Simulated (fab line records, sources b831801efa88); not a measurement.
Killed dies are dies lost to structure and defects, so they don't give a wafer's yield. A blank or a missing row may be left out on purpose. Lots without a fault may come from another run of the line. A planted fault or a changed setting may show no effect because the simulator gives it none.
Chamber matching | flow gf180mcu | GF_V4_CMP_04 on cmp-02: 4 sister chambers
The step polishes SiO2. 8 wafers are shown with their chamber, then 7 later ones without.

WAFERS WITH THEIR CHAMBER
wafer  | chamber | motor_current_A (A) | time_to_endpoint_s (s)
L146.2 | 0       | 12.0                | 79
L152.1 | 1       | 12.1                | 83
L152.2 | 0       | 12.7                | 85
L157.1 | 2       | 13.9                | 73
L157.4 | 3       | 11.4                | 83
L157.5 | 2       | 13.7                | 74
L159.1 | 1       | 11.6                | 67
L159.5 | 3       | 11.2                | 82

WAFERS WITHOUT THEIR CHAMBER
wafer  | motor_current_A (A) | time_to_endpoint_s (s)
L159.6 | 11.6                | 83
L161.3 | 14.1                | 81
L161.4 | 11.9                | 84
L161.6 | 11.4                | 85
L163.2 | 11.5                | 81
L163.5 | 11.7                | 82
L163.6 | 12.0                | 85

WHICH CHAMBER EACH WENT THROUGH
wafer  | from the rows above          | in truth
L159.6 | can't be placed: 3 or 1 or 0 | 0
L161.3 | 2                            | 2
L161.4 | can't be placed: 0 or 1 or 3 | 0
L161.6 | can't be placed: 3 or 1      | 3
L163.2 | can't be placed: 3 or 1 or 0 | 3
L163.5 | can't be placed: 1 or 3 or 0 | 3
L163.6 | can't be placed: 0 or 1 or 3 | 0
Placed correctly: 1 of 7. Can't be placed from these rows: 6 (the true chamber is among the candidates in 6). Placed wrongly: 0.
How it was worked out, from the rows above alone: a wafer's distance from a chamber is the root of the sum, over the readings, of the square of ((its reading less the chamber's mean) divided by the reading's scatter). The wafer belongs to the nearest chamber; if the next one is less than 2 further off, it can't be placed. A chamber's mean is the mean of its shown wafers. The scatter: the root of (the sum of the squares of (reading less its chamber's mean) over the shown wafers, divided by (wafers less chambers)).
